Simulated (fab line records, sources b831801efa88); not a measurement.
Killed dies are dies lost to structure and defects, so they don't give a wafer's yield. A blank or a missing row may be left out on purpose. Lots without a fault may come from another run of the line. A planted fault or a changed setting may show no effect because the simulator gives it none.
fab line records | flow sky130
record lots=12 wafers=36 last_day=50
route steps=708 shown VIA3@586 METAL4@598 PAD_OPEN@708
lots that met no fault: from a run of the same line without faults
start_h: hours from the record's first day to the start of the lot's first wafer shown | wait_h: hours since the lot's step before | " the same as in the row above | L1.1+2: a row that stands for several wafers | - no value, or no start given | * or withheld: withheld | < > ~ a bound
route shown NAME@n: a module of which the file shows steps, and the number in the route of the first | usual: mean/standard deviation of fault-free wafers | same: alike in all rows | chamber/n: place in a boat | sites: the reading at each site | _std_site: their standard deviation | _edge_site: outer sites' mean less inner sites' | radius_mm: how far each site lies from the wafer's centre | mask NAME#n: copy n | behind: the tool/chamber that last shaped the wafer | hold: why the lot was held/for how many hours/how that ended | device: the transistor (n, p or np) that didn't switch | end of line: the same wafers' tests at the end of the route | a step without rows: its recipe alone | killed: dies lost to structure and defects at the first sort, not the wafer's yield | map: a wafer's dies, x killed, . not, _ none there
set.NAME: the setting as run; set.NAME@STEP: as run at that earlier step | model.NAME: the simulator's own value behind a step, which no gauge read
steps of the route over a sample of lots; a table a step, a row a wafer
services: from which hour (start_h, from the record's first day; less than 0 if before it) a tool's chamber was out of use, for how many hours, and why
## steps
# step SKY_VIA3_OVL_MEAS_13
# usual VIA3_OVL=-4/6.4
# columns lot.wafer tool chamber start_h wait_h VIA3_OVL[nm]
L434.1 overlay-01 - 926.38 0.1 5
L434.2 " - " " -1
L434.4 " - " " 0
L435.2 overlay-01 - 930.56 0.1 4
L435.4 " - " " 3
L435.5 " - " " -10
L436.1 overlay-01 - 932.61 0.1 4
L436.3 " - " " 6
L436.5 " - " " 6
L437.2 overlay-02 - 942.96 0.1 -11
L437.4 " - " " -15
L437.5 " - " " -3
L438.2 overlay-01 - 951.28 0.1 -13
L438.3 " - " " -7
L438.6 " - " " -10
L441.2 overlay-01 - 979.93 0.1 -8
L441.4 " - " " 0
L441.5 " - " " -8
L449.2 overlay-01 - 1043.68 0.1 0
L449.3 " - " " 1
L449.4 " - " " 2
L451.2 overlay-01 - 1049.66 0.1 -3
L451.3 " - " " -4
L451.5 " - " " -7
L454.1 overlay-02 - 1058.67 0.1 -2
L454.3 " - " " -5
L454.4 " - " " -2
L455.2 overlay-02 - 1059.63 0.1 -3
L455.4 " - " " -2
L455.5 " - " " -4
L456.1 overlay-01 - 1074.47 0.1 -7
L456.2 " - " " 5
L456.6 " - " " -2
L457.3 overlay-01 - 1081.29 0.1 -12
L457.5 " - " " -5
L457.6 " - " " -8
# step SKY_VIA3_CVD_21
# recipe material=W target_thk_nm=390 time_s=117.31 temp_c=400 pressure_torr=40
# usual heater_power_w=902/53 susceptor_temp_C=400.01/0.2
# columns lot.wafer tool chamber start_h wait_h heater_power_w susceptor_temp_C
L434.1 cvd_w-02 1 927.17 0.0 818 399.84
L434.2 " 0 " " 930 399.96
L434.4 " 1 " " 799 400.22
L435.2 cvd_w-02 0 931.35 0.0 960 399.99
L435.4 " 1 " " 813 400.23
L435.5 " 1 " " 805 400.12
L436.1 cvd_w-01 1 933.40 0.0 873 399.90
L436.3 " 0 " " 935 399.93
L436.5 " 0 " " 950 400.10
L437.2 cvd_w-01 1 943.75 0.0 891 400.02
L437.4 " 0 " " 951 400.11
L437.5 " 0 " " 970 399.97
L438.2 cvd_w-01 0 952.58 0.0 953 399.92
L438.3 " 0 " " 953 400.05
L438.6 " 0 " " 952 400.23
L441.2 cvd_w-02 0 980.72 0.0 915 400.25
L441.4 " 1 " " 826 400.15
L441.5 " 1 " " 835 400.35
L449.2 cvd_w-02 0 1044.46 0.0 940 400.28
L449.3 " 0 " " 957 400.19
L449.4 " 1 " " 804 400.03
L451.2 cvd_w-02 0 1050.45 0.0 936 399.59
L451.3 " 1 " " 815 400.02
L451.5 " 0 " " 937 399.85
L454.1 cvd_w-01 0 1059.46 0.0 966 399.84
L454.3 " 0 " " 965 399.90
L454.4 " 1 " " 888 400.48
L455.2 cvd_w-01 1 1060.42 0.0 913 399.87
L455.4 " 1 " " 885 399.81
L455.5 " 1 " " 885 399.90
L456.1 cvd_w-01 1 1075.27 0.0 882 400.02
L456.2 " 0 " " 945 399.58
L456.6 " 1 " " 877 399.87
L457.3 cvd_w-02 0 1082.12 0.1 958 400.03
L457.5 " 1 " " 843 399.72
L457.6 " 0 " " 935 399.97
# step SKY_VIA3_THK_MEAS_23
# recipe thk_meas_gauge=xrf reads=W_of_VIA3_CVD_21
# usual VIA3_W_THK=394/5.3
# columns lot.wafer tool chamber start_h wait_h VIA3_W_THK[nm]
L434.1 film_metro-01 - 927.42 0.1 390
L434.2 " - " " 392
L434.4 " - " " 390
L435.2 film_metro-03 - 931.60 0.1 401
L435.4 " - " " 394
L435.5 " - " " 398
L436.1 film_metro-03 - 933.64 0.1 397
L436.3 " - " " 396
L436.5 " - " " 402
L437.2 film_metro-03 - 944.00 0.1 404
L437.4 " - " " 398
L437.5 " - " " 397
L438.2 film_metro-03 - 952.83 0.1 395
L438.3 " - " " 397
L438.6 " - " " 395
L441.2 film_metro-04 - 980.97 0.1 392
L441.4 " - " " 394
L441.5 " - " " 391
L449.2 film_metro-03 - 1044.72 0.1 394
L449.3 " - " " 394
L449.4 " - " " 390
L451.2 film_metro-03 - 1050.70 0.1 396
L451.3 " - " " 392
L451.5 " - " " 392
L454.1 film_metro-04 - 1059.71 0.1 387
L454.3 " - " " 394
L454.4 " - " " 397
L455.2 film_metro-03 - 1060.68 0.1 396
L455.4 " - " " 394
L455.5 " - " " 392
L456.1 film_metro-01 - 1075.51 0.1 395
L456.2 " - " " 402
L456.6 " - " " 393
L457.3 film_metro-04 - 1082.34 0.1 389
L457.5 " - " " 380
L457.6 " - " " 395
# step SKY_METAL4_SPUTTER_00
# recipe material=Ti target_thk_nm=15 power_w=3000 time_s=10 chamber_pressure_pa=0.4
# usual cathode_dc_power_W=3000.0/0.53 chamber_pressure_pa=0.4000/0.00082 throttle_valve_pct=30.0/0.78
# columns lot.wafer tool chamber start_h wait_h cathode_dc_power_W chamber_pressure_pa throttle_valve_pct
L434.1 pvd_sputter-02 - 928.72 0.2 2999.7 0.3999 29.7
L434.2 " - " " 2999.7 0.4003 30.3
L434.4 " - " " 3000.0 0.3988 30.3
L435.2 pvd_sputter-02 - 932.08 0.1 3000.9 0.3995 29.9
L435.4 " - " " 3000.4 0.3998 30.0
L435.5 " - " " 2999.9 0.4003 29.8
L436.1 pvd_sputter-02 - 934.00 0.1 3000.5 0.4004 29.6
L436.3 " - " " 2998.9 0.4011 30.5
L436.5 " - " " 2999.5 0.3997 30.4
L437.2 pvd_sputter-04 - 944.35 0.2 2999.9 0.4000 30.2
L437.4 " - " " 2999.8 0.4005 30.5
L437.5 " - " " 2999.4 0.4001 30.3
L438.2 pvd_sputter-04 - 953.29 0.1 3000.0 0.4007 30.3
L438.3 " - " " 3000.3 0.3997 28.4
L438.6 " - " " 2999.6 0.4011 30.3
L441.2 pvd_sputter-04 - 981.32 0.2 2999.7 0.3976 30.4
L441.4 " - " " 2999.8 0.3997 28.5
L441.5 " - " " 3000.7 0.3395 33.0
L449.2 pvd_sputter-03 - 1045.07 0.2 3000.4 0.3990 29.4
L449.3 " - " " 3000.2 0.4001 29.8
L449.4 " - " " 3000.3 0.3992 30.7
L451.2 pvd_sputter-03 - 1051.17 0.1 2999.1 0.4001 31.7
L451.3 " - " " 3000.3 0.4006 29.4
L451.5 " - " " 2999.9 0.4006 31.8
L454.1 pvd_sputter-02 - 1060.07 0.1 2999.5 0.3996 30.2
L454.3 " - " " 3000.5 0.4006 30.3
L454.4 " - " " 2999.5 0.4007 29.7
L455.2 pvd_sputter-02 - 1061.03 0.1 3000.6 0.4015 29.9
L455.4 " - " " 2999.4 0.3985 30.5
L455.5 " - " " 3000.6 0.3997 29.9
L456.1 pvd_sputter-02 - 1075.87 0.1 2998.9 0.4011 30.2
L456.2 " - " " 3000.6 0.4016 30.4
L456.6 " - " " 3000.6 0.3992 29.8
L457.3 pvd_sputter-02 - 1082.68 0.2 2999.6 0.3997 29.5
L457.5 " - " " 2999.3 0.4000 30.2
L457.6 " - " " 3000.8 0.4001 29.7
# step SKY_PAD_OPEN_PROBE_99
# usual defect_limited_yield=82.5/1.8 killed_at_M0_to_M3=43/6.5 killed_at_M4_up=3.1/1.8 killed_at_contacts=24/4.8 killed_at_front_end=15/4.7 killed_at_other=0.3/0.58 killed_dies=86/8.6 killed_on_rim=17/4.1 killed_open=47/6.7 killed_short=39/6.1 sort_bin_3_pad_short=0.8/0.38 sort_bin_5_function=10.4/1.3 sort_bin_6_memory=6.2/1.1 sort_n_pass=406/8.6 sort_yield_pct=82.5/1.8
# same gross_dies=492 killed_at_back_side=0 sort_bin_4_leakage[%]=0 sort_bin_8_speed[%]=0
# columns lot.wafer tool chamber start_h wait_h defect_limited_yield[%] killed_at_M0_to_M3 killed_at_M4_up killed_at_contacts killed_at_front_end killed_at_other killed_dies killed_on_rim killed_open killed_short sort_bin_3_pad_short[%] sort_bin_5_function[%] sort_bin_6_memory[%] sort_n_pass sort_yield_pct[%]
L434.1 prober-01 - 1074.86 0.6 79.7 50 4 35 11 0 100 22 55 45 0.8 11.4 8.1 392 79.7
L434.2 prober-01 - 1074.91 0.6 82.5 46 2 23 15 0 86 18 50 36 0.2 11.0 6.3 406 82.5
L434.4 prober-01 - 1075.01 0.7 84.3 42 1 28 4 2 77 17 44 33 0.6 8.9 6.1 415 84.3
L436.1 prober-01 - 1078.40 0.1 83.3 40 3 24 15 0 82 11 56 26 0 11.0 5.7 410 83.3
L436.3 prober-01 - 1078.50 0.2 81.1 47 4 18 24 0 93 13 59 34 0.4 11.8 6.7 399 81.1
L436.5 prober-01 - 1078.60 0.2 85.8 38 2 20 9 1 70 12 36 34 0.4 9.6 4.3 422 85.8
L449.2 prober-01 - 1169.98 0.1 82.3 55 0 18 14 0 87 22 49 38 1.2 10.0 6.5 405 82.3
L449.3 prober-01 - 1170.03 0.2 79.3 53 6 23 20 0 102 20 59 43 1.2 13.6 5.9 390 79.3
L449.4 prober-01 - 1170.08 0.2 82.5 35 3 35 13 0 86 15 50 36 0.8 9.3 7.3 406 82.5
L451.2 prober-01 - 1176.09 0.1 81.1 53 0 23 17 0 93 22 51 42 0.6 12.0 6.3 399 81.1
L451.3 prober-01 - 1176.14 0.2 84.3 49 2 13 11 2 77 14 44 33 1.0 8.9 5.7 415 84.3
L451.5 prober-01 - 1176.24 0.2 84.8 36 5 21 12 1 75 18 37 38 0.4 9.6 5.3 417 84.8
L455.2 prober-01 - 1185.02 0.1 82.3 55 2 24 6 0 87 21 52 35 0.8 11.4 5.5 405 82.3
L455.4 prober-01 - 1185.12 0.2 84.3 44 2 17 14 0 77 16 43 34 0.8 9.8 5.1 415 84.3
L455.5 prober-01 - 1185.17 0.2 84.1 40 6 15 17 0 78 19 47 31 0.4 10.2 5.3 414 84.1
L456.1 prober-02 - 1193.96 0.1 81.1 49 3 25 15 1 93 16 49 44 0.6 10.8 7.5 399 81.1
L456.6 prober-02 - 1194.21 0.2 82.7 35 6 31 13 0 85 17 55 30 1.0 10.8 5.5 407 82.7
L457.3 prober-01 - 1200.29 0.2 85.0 38 4 19 13 0 74 13 45 29 0.6 8.1 6.3 418 85.0
L457.6 prober-01 - 1200.44 0.2 83.5 46 3 19 13 0 81 19 41 40 0.8 11.0 4.7 411 83.5
# killed by level:class
L434.1 VIA1:geometric_particle:open=13 LI_CONTACT:geometric_particle:open=11 VIA2:geometric_particle:open=9 CONTACT:geometric_particle:open=9 CONTACT:geometric_particle:short=8 VIA1:geometric_particle:short=8 METAL1:geometric_particle:short=7 FIELD_ISO:geometric_particle:open=5
L434.2 VIA3:geometric_particle:open=12 CONTACT:geometric_particle:open=7 VIA1:geometric_particle:open=7 FIELD_ISO:geometric_particle:open=6 METAL1:geometric_particle:short=6 LI_CONTACT:geometric_particle:open=5 CONTACT:geometric_particle:short=5 VIA1:geometric_particle:short=4
L434.4 VIA1:geometric_particle:open=14 CONTACT:geometric_particle:open=9 CONTACT:geometric_particle:short=7 LI_CONTACT:geometric_particle:open=6 VIA2:geometric_particle:open=6 METAL1:geometric_particle:short=4 METAL2:geometric_particle:short=4 LI_CONTACT:geometric_particle:short=3
L436.1 VIA1:geometric_particle:open=10 LI_CONTACT:geometric_particle:open=9 VIA2:geometric_particle:open=9 CONTACT:geometric_particle:open=7 POLY_GATE:geometric_particle:open=6 VIA3:geometric_particle:open=6 FIELD_ISO:geometric_particle:open=3 METAL1:geometric_particle:short=3
L436.3 VIA1:geometric_particle:open=13 VIA3:geometric_particle:open=12 POLY_GATE:geometric_particle:open=8 FIELD_ISO:geometric_particle:open=7 LI_CONTACT:geometric_particle:open=7 METAL1:geometric_particle:short=6 POLY_GATE:geometric_particle:short=5 CONTACT:geometric_particle:open=5
L436.5 VIA1:geometric_particle:open=8 VIA1:geometric_particle:short=7 CONTACT:geometric_particle:open=6 METAL2:geometric_particle:short=5 VIA3:geometric_particle:open=5 POLY_GATE:geometric_particle:short=4 LI_CONTACT:geometric_particle:open=4 CONTACT:geometric_particle:short=4
L449.2 VIA1:geometric_particle:open=14 METAL2:geometric_particle:short=13 CONTACT:geometric_particle:open=10 VIA3:geometric_particle:open=8 METAL1:geometric_particle:short=5 POLY_GATE:geometric_particle:short=4 VIA2:geometric_particle:open=4 VIA3:geometric_particle:short=4
L449.3 CONTACT:geometric_particle:open=10 VIA1:geometric_particle:open=10 VIA2:geometric_particle:open=9 VIA1:geometric_particle:short=6 POLY_GATE:geometric_particle:open=5 LI_CONTACT:geometric_particle:open=5 METAL3:geometric_particle:short=5 METAL4:geometric_particle:short=5
L449.4 LI_CONTACT:geometric_particle:open=9 CONTACT:geometric_particle:open=9 VIA2:geometric_particle:open=8 LOCAL_INTERCONNECT:geometric_particle:short=7 VIA1:geometric_particle:open=7 VIA3:geometric_particle:open=6 FIELD_ISO:geometric_particle:short=4 LI_CONTACT:geometric_particle:short=4
L451.2 VIA1:geometric_particle:open=13 LI_CONTACT:geometric_particle:open=8 METAL2:geometric_particle:short=6 VIA1:geometric_particle:short=6 METAL1:geometric_particle:short=6 METAL1:geometric_particle:open=5 VIA3:geometric_particle:open=5 FIELD_ISO:geometric_particle:open=4
L451.3 VIA1:geometric_particle:open=10 METAL1:geometric_particle:short=9 VIA2:geometric_particle:open=9 CONTACT:geometric_particle:open=8 POLY_GATE:geometric_particle:open=5 VIA2:geometric_particle:short=5 VIA3:geometric_particle:open=5 POLY_GATE:geometric_particle:short=4
L451.5 VIA1:geometric_particle:open=7 CONTACT:geometric_particle:open=6 VIA3:geometric_particle:open=6 VIA1:geometric_particle:short=5 POLY_GATE:geometric_particle:short=4 METAL4:geometric_particle:short=4 LI_CONTACT:geometric_particle:open=4 CONTACT:geometric_particle:short=4
L455.2 VIA1:geometric_particle:open=20 LI_CONTACT:geometric_particle:open=9 CONTACT:geometric_particle:open=8 VIA1:geometric_particle:short=7 VIA3:geometric_particle:open=7 METAL3:geometric_particle:short=5 LI_CONTACT:geometric_particle:short=4 METAL2:geometric_particle:short=4
L455.4 VIA1:geometric_particle:open=11 METAL2:geometric_particle:short=7 CONTACT:geometric_particle:open=6 VIA3:geometric_particle:open=6 VIA2:geometric_particle:open=6 POLY_GATE:geometric_particle:short=5 POLY_GATE:geometric_particle:open=3 LI_CONTACT:geometric_particle:open=3
L455.5 VIA1:geometric_particle:open=10 VIA3:geometric_particle:open=8 VIA2:geometric_particle:open=7 FIELD_ISO:geometric_particle:open=6 LI_CONTACT:geometric_particle:open=6 FIELD_ISO:geometric_particle:short=4 VIA2:geometric_particle:short=4 METAL4:geometric_particle:short=4
L456.1 METAL1:geometric_particle:short=10 VIA1:geometric_particle:open=9 CONTACT:geometric_particle:open=8 POLY_GATE:geometric_particle:open=7 VIA3:geometric_particle:open=7 LOCAL_INTERCONNECT:geometric_particle:short=6 VIA2:geometric_particle:open=6 CONTACT:geometric_particle:short=5
L456.6 CONTACT:geometric_particle:open=15 VIA3:geometric_particle:open=9 VIA2:geometric_particle:open=8 LI_CONTACT:geometric_particle:open=6 METAL1:geometric_particle:short=6 CONTACT:geometric_particle:short=5 VIA1:geometric_particle:open=5 FIELD_ISO:geometric_particle:open=4
L457.3 VIA1:geometric_particle:open=9 CONTACT:geometric_particle:short=6 CONTACT:geometric_particle:open=5 VIA2:geometric_particle:open=5 POLY_GATE:geometric_particle:open=4 METAL1:geometric_particle:short=4 VIA3:geometric_particle:open=4 VIA2:geometric_particle:short=3
L457.6 VIA1:geometric_particle:open=12 VIA2:geometric_particle:short=6 VIA1:geometric_particle:short=6 LI_CONTACT:geometric_particle:open=6 LOCAL_INTERCONNECT:geometric_particle:short=5 METAL2:geometric_particle:short=5 VIA3:geometric_particle:open=5 POLY_GATE:geometric_particle:short=4
## services
# columns tool chamber start_h hours kind
cvd_w-01 - 904.00 14.0 pm
cvd_w-01 0 904.00 14.0 vent_cycle
cvd_w-01 1 904.00 14.0 vent_cycle
pvd_sputter-02 - 910.62 4.6 repair
cvd_w-01 - 918.00 14.6 pm
cvd_w-01 0 918.00 - clean
cvd_w-01 1 918.00 - clean
pvd_sputter-02 - 929.41 2.2 repair
pvd_sputter-03 - 975.62 0.7 repair
pvd_sputter-04 - 1010.58 3.0 repair
pvd_sputter-02 - 1068.27 6.0 repair
cvd_w-01 0 1076.35 1.6 repair
## key
first_sign step=SKY_METAL4_SPUTTER_00 reading=chamber_pressure_pa direction=down sigmas=74 usual=0.4000 struck=0.3395
effect step=SKY_METAL4_SPUTTER_00 reading=throttle_valve_pct direction=up sigmas=3.9 usual=30.0 struck=33.0
met_at SKY_METAL4_SPUTTER_00
struck_lots L441
struck_wafers L441.5
not_acting_at SKY_VIA3_OVL_MEAS_13,SKY_VIA3_CVD_21,SKY_VIA3_THK_MEAS_23
onset_between 953.29 981.32
fault kind=process_parameter_drift tool=pvd_sputter-04 chamber=- onset_h=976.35 steps=SKY_METAL4_SPUTTER_00 channel=chamber_pressure_pa offset=-0.061421 shape=step end_h=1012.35 acts_in=these_recipes_only stated=0.4 scope=struck_wafers_only
